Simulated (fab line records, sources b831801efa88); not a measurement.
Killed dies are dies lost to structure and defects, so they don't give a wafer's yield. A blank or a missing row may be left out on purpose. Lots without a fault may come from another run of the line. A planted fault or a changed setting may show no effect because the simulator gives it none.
Which tool did it? | flow gf180mcu | 24 lots, 72 wafers sampled, at 5 steps of a route of 602

WHAT THE GAUGES READ, wafer by wafer
GF_V4_OVL_MEAS_15. Usual: V4_OVL 2 nm, standard deviation 6.8.
lot  | measured     | on         | V4_OVL (nm) | flag
L074 | day 24 06:28 | overlay-02 | -6 2 -2     |
L075 | day 24 19:12 | overlay-01 | 4 -1 8      |
L076 | day 24 21:44 | overlay-02 | -6 -3 7     |
L077 | day 25 13:46 | overlay-02 | 9 -1 2      |
L078 | day 26 00:53 | overlay-02 | 7 13 14     |
L079 | day 26 02:05 | overlay-02 | -5 -4 -7    |
L080 | day 26 19:49 | overlay-01 | 5 10 7      |
L081 | day 26 20:17 | overlay-02 | -9 1 -8     |
L082 | day 27 02:38 | overlay-02 | -5 6 1      |
L083 | day 27 13:17 | overlay-01 | -3 13 3     |
L084 | day 27 21:20 | overlay-01 | 1 -4 -8     |
L085 | day 28 01:52 | overlay-02 | 7 0 8       |
L086 | day 28 10:40 | overlay-01 | -2 -7 0     |
L087 | day 28 14:53 | overlay-01 | -9 -9 -8    |
L088 | day 29 00:53 | overlay-02 | 8 8 1       |
L089 | day 29 10:47 | overlay-01 | 1 4 5       |
L090 | day 29 20:32 | overlay-02 | 11 14 -2    |
L091 | day 29 20:40 | overlay-01 | -1 3 -4     |
L092 | day 30 02:14 | overlay-01 | 2 3 10      |
L093 | day 30 11:50 | overlay-02 | 9 7 8       |
L094 | day 30 16:50 | overlay-02 | 6 11 6      |
L095 | day 30 21:23 | overlay-01 | 1 4 11      |
L096 | day 31 02:19 | overlay-01 | 0 6 1       |
L097 | day 31 10:50 | overlay-01 | 1 -4 0      |

GF_V5_CD_MEAS_14: target cd 260 nm. Usual: cd_nm 260.2 nm, standard deviation 1.2.
lot  | measured     | on        | cd_nm (nm)        | flag
L074 | day 27 00:36 | cd_sem-02 | 258.8 258.5 259.5 |
L075 | day 27 13:52 | cd_sem-02 | 261.0 261.6 261.0 |
L076 | day 27 15:07 | cd_sem-02 | 259.9 259.1 259.5 |
L077 | day 28 06:37 | cd_sem-02 | 261.8 261.6 261.0 |
L078 | day 28 16:10 | cd_sem-01 | 259.1 259.6 259.0 |
L079 | day 28 17:03 | cd_sem-02 | 259.2 259.4 259.9 |
L080 | day 29 11:19 | cd_sem-02 | 257.2 257.8 257.5 |
L081 | day 29 09:40 | cd_sem-01 | 261.4 260.6 261.2 |
L082 | day 29 16:17 | cd_sem-02 | 259.9 260.2 260.3 |
L083 | day 30 02:34 | cd_sem-02 | 260.5 260.5 261.6 |
L084 | day 30 08:39 | cd_sem-02 | 260.8 259.8 261.1 |
L085 | day 30 14:31 | cd_sem-01 | 260.4 260.2 260.4 |
L086 | day 30 21:49 | cd_sem-02 | 260.9 260.0 260.5 |
L087 | day 31 02:13 | cd_sem-01 | 262.3 260.1 260.6 |
L088 | day 31 11:27 | cd_sem-02 | 257.5 258.9 260.2 |
L089 | day 31 20:19 | cd_sem-02 | 260.1 259.5 260.6 |
L090 | day 32 04:58 | cd_sem-01 | 259.5 259.7 260.8 |
L091 | day 32 06:55 | cd_sem-01 | 261.3 260.5 258.7 |
L092 | day 32 09:29 | cd_sem-02 | 260.9 259.9 260.4 |
L093 | day 32 18:31 | cd_sem-02 | 259.8 259.9 260.0 |
L094 | day 32 22:34 | cd_sem-02 | 260.4 260.5 261.3 |
L095 | day 33 03:52 | cd_sem-01 | 262.7 263.6 264.5 |
L096 | day 33 07:55 | cd_sem-02 | 259.3 261.0 260.2 |
L097 | day 33 14:47 | cd_sem-01 | 259.4 258.4 259.9 |

WHICH TOOL RAN EACH LOT (tool, then ch and the chambers of the sampled wafers, then the start)
lot  | GF_M4_SPUTTER_02             | GF_V4_CVD_02                    | GF_V4_STRIP_18
L074 | pvd_sputter-04, day 22 07:32 | pecvd-03 ch 0,1, day 23 07:29   | plasma_asher-03 ch 0,1, day 24 06:38
L075 | pvd_sputter-01, day 22 20:55 | pecvd-03 ch 0,1,2, day 23 20:13 | plasma_asher-01 ch 0,1, day 24 19:23
L076 | pvd_sputter-01, day 22 23:15 | pecvd-04 ch 1,2, day 23 23:13   | plasma_asher-01 ch 0,1, day 24 21:54
L077 | pvd_sputter-04, day 23 15:44 | pecvd-04 ch 0,2, day 24 15:17   | plasma_asher-01 ch 0,1, day 25 13:56
L078 | pvd_sputter-03, day 24 04:22 | pecvd-01 ch 0,1,2, day 25 03:00 | plasma_asher-03 ch 0,1, day 26 01:03
L079 | pvd_sputter-01, day 24 06:05 | pecvd-03 ch 0,1, day 25 04:33   | plasma_asher-03 ch 0,1, day 26 02:15
L080 | pvd_sputter-03, day 25 00:20 | pecvd-03 ch 0,1, day 25 22:14   | plasma_asher-01 ch 0,1, day 26 19:59
L081 | pvd_sputter-01, day 25 00:38 | pecvd-01 ch 0,1, day 25 22:32   | plasma_asher-02 ch 0,1, day 26 20:27
L082 | pvd_sputter-01, day 25 07:20 | pecvd-04 ch 1,2, day 26 05:39   | plasma_asher-03 ch 0, day 27 02:48
L083 | pvd_sputter-04, day 25 17:18 | pecvd-03 ch 0,1,2, day 26 16:02 | plasma_asher-03 ch 0,1, day 27 13:27
L084 | pvd_sputter-04, day 26 04:05 | pecvd-04 ch 0,2, day 27 01:11   | plasma_asher-02 ch 0,1, day 27 21:30
L085 | pvd_sputter-03, day 26 07:49 | pecvd-03 ch 0,2, day 27 05:23   | plasma_asher-01 ch 0,1, day 28 02:02
L086 | pvd_sputter-01, day 26 17:26 | pecvd-04 ch 0,1,2, day 27 14:55 | plasma_asher-01 ch 0,1, day 28 10:50
L087 | pvd_sputter-03, day 26 21:11 | pecvd-01 ch 0,1,2, day 27 18:40 | plasma_asher-01 ch 0,1, day 28 15:03
L088 | pvd_sputter-04, day 27 08:12 | pecvd-01 ch 1,2, day 28 05:09   | plasma_asher-01 ch 0,1, day 29 01:03
L089 | pvd_sputter-04, day 27 18:38 | pecvd-04 ch 0,2, day 28 14:58   | plasma_asher-01 ch 0,1, day 29 10:58
L090 | pvd_sputter-03, day 28 05:14 | pecvd-03 ch 0,1, day 29 01:28   | plasma_asher-01 ch 0,1, day 29 20:42
L091 | pvd_sputter-01, day 28 06:07 | pecvd-04 ch 0,1, day 29 02:02   | plasma_asher-03 ch 0, day 29 20:50
L092 | pvd_sputter-04, day 28 10:10 | pecvd-01 ch 1,2, day 29 06:41   | plasma_asher-03 ch 0, day 30 02:24
L093 | pvd_sputter-03, day 28 21:20 | pecvd-03 ch 0,1, day 29 17:13   | plasma_asher-02 ch 0,1, day 30 12:00
L094 | pvd_sputter-01, day 29 03:41 | pecvd-04 ch 0,1, day 29 22:24   | plasma_asher-02 ch 0,1, day 30 17:00
L095 | pvd_sputter-03, day 29 06:11 | pecvd-03 ch 0,1, day 30 02:31   | plasma_asher-02 ch 0,1, day 30 21:33
L096 | pvd_sputter-04, day 29 12:13 | pecvd-01 ch 0,2, day 30 07:35   | plasma_asher-03 ch 0,1, day 31 02:29
L097 | pvd_sputter-03, day 29 21:14 | pecvd-01 ch 1,2, day 30 16:25   | plasma_asher-01 ch 0,1, day 31 11:00
- GF_M4_SPUTTER_02: material AlCu, target thk 450 nm, time 23.9 s.
- GF_V4_CVD_02: deposits SiO2 from TEOS, target thk 850 nm, time 94.851 s.
- GF_V4_STRIP_18: strips in O2/N2.

WHAT THE TOOLS THEMSELVES READ (means of the sampled wafers that have a number; where no wafer has one, the mark that the record gives instead)
GF_M4_SPUTTER_02. Usual: throttle_valve_pct 29.8 %, standard deviation 0.9.
lot  | tool           | throttle_valve_pct (%) | flag
L074 | pvd_sputter-04 | 29.6                   |
L075 | pvd_sputter-01 | 29.4                   |
L076 | pvd_sputter-01 | 29.0                   |
L077 | pvd_sputter-04 | 29.6                   |
L078 | pvd_sputter-03 | 30.2                   |
L079 | pvd_sputter-01 | 29.1                   |
L080 | pvd_sputter-03 | 30.1                   |
L081 | pvd_sputter-01 | 29.4                   |
L082 | pvd_sputter-01 | 29.1                   |
L083 | pvd_sputter-04 | 29.5                   |
L084 | pvd_sputter-04 | 29.5                   |
L085 | pvd_sputter-03 | 30.6                   |
L086 | pvd_sputter-01 | 29.9                   |
L087 | pvd_sputter-03 | 30.6                   |
L088 | pvd_sputter-04 | 29.3                   |
L089 | pvd_sputter-04 | 29.8                   |
L090 | pvd_sputter-03 | 30.2                   |
L091 | pvd_sputter-01 | 29.2                   |
L092 | pvd_sputter-04 | 29.6                   |
L093 | pvd_sputter-03 | 30.2                   |
L094 | pvd_sputter-01 | 29.6                   |
L095 | pvd_sputter-03 | 30.2                   |
L096 | pvd_sputter-04 | 29.2                   |
L097 | pvd_sputter-03 | 31.1                   |

GF_V4_CVD_02. Usual: heater_power_w 675 W, standard deviation 76; susceptor_temp_C 399.97 C, standard deviation 0.23.
lot  | tool     | heater_power_w (W) | susceptor_temp_C (C) | flag
L074 | pecvd-03 | 773                | 399.69               |
L075 | pecvd-03 | 674                | 399.74               |
L076 | pecvd-04 | 593                | 400.21               |
L077 | pecvd-04 | 667                | 399.99               |
L078 | pecvd-01 | 718                | 400.17               |
L079 | pecvd-03 | 667                | 399.97               |
L080 | pecvd-03 | 675                | 399.98               |
L081 | pecvd-01 | 728                | 400.12               |
L082 | pecvd-04 | 641                | 399.87               |
L083 | pecvd-03 | 725                | 399.93               |
L084 | pecvd-04 | 670                | 400.00               |
L085 | pecvd-03 | 684                | 399.95               |
L086 | pecvd-04 | 618                | 399.94               |
L087 | pecvd-01 | 739                | 399.90               |
L088 | pecvd-01 | 715                | 399.96               |
L089 | pecvd-04 | 676                | 399.91               |
L090 | pecvd-03 | 674                | 400.05               |
L091 | pecvd-04 | 668                | 399.98               |
L092 | pecvd-01 | 632                | 400.12               |
L093 | pecvd-03 | 634                | 399.88               |
L094 | pecvd-04 | 637                | 400.14               |
L095 | pecvd-03 | 631                | 399.79               |
L096 | pecvd-01 | 674                | 400.19               |
L097 | pecvd-01 | 684                | 400.12               |

GF_V4_STRIP_18. Usual: drypump_motor_current_A 5.9 A, standard deviation 0.32; heater_power_w 310 W, standard deviation 23; oes_product_au 0.592 a.u., standard deviation 0.0046.
lot  | tool            | drypump_motor_current_A (A) | heater_power_w (W) | oes_product_au (a.u.) | flag
L074 | plasma_asher-03 | 6.0                         | 302                | 0.590                 |
L075 | plasma_asher-01 | 5.8                         | 332                | 0.590                 |
L076 | plasma_asher-01 | 6.1                         | 333                | 0.591                 |
L077 | plasma_asher-01 | 5.8                         | 327                | 0.589                 |
L078 | plasma_asher-03 | 6.0                         | 298                | 0.592                 |
L079 | plasma_asher-03 | 6.0                         | 296                | 0.595                 |
L080 | plasma_asher-01 | 5.8                         | 330                | 0.591                 |
L081 | plasma_asher-02 | 5.7                         | 290                | 0.592                 |
L082 | plasma_asher-03 | 6.0                         | 309                | 0.592                 |
L083 | plasma_asher-03 | 6.0                         | 289                | 0.593                 |
L084 | plasma_asher-02 | 5.7                         | 293                | 0.592                 |
L085 | plasma_asher-01 | 6.1                         | 334                | 0.593                 |
L086 | plasma_asher-01 | 6.0                         | 335                | 0.594                 |
L087 | plasma_asher-01 | 6.1                         | 336                | 0.592                 |
L088 | plasma_asher-01 | 6.0                         | 333                | 0.593                 |
L089 | plasma_asher-01 | 6.1                         | 339                | 0.592                 |
L090 | plasma_asher-01 | 6.0                         | 332                | 0.593                 |
L091 | plasma_asher-03 | 6.0                         | 307                | 0.591                 |
L092 | plasma_asher-03 | 6.0                         | 313                | 0.588                 |
L093 | plasma_asher-02 | 5.9                         | 289                | 0.590                 |
L094 | plasma_asher-02 | 5.9                         | 288                | 0.595                 |
L095 | plasma_asher-02 | 5.9                         | 289                | 0.593                 |
L096 | plasma_asher-03 | 6.0                         | 306                | 0.592                 |
L097 | plasma_asher-01 | 6.0                         | 329                | 0.596                 |

THE ANSWER, worked out from the rows above alone
Rule: a lot is off if the mean of its wafers that have a number lies more than 3 standard deviations from the usual mean. A lot without any number at a reading at which 4 lots or more have one is off too. The other lots that the step has rows for count as sound. The gauges are gone through in route order, then the tools' own readings, and for those a lot's mean is taken as printed above. The first step at which some lot is off is used, and at that step the reading that is off furthest; a lot without a number counts as furthest.
No lot is off at any reading shown: from this, nothing can be told.

WHAT THE SIMULATOR HAD PUT IN
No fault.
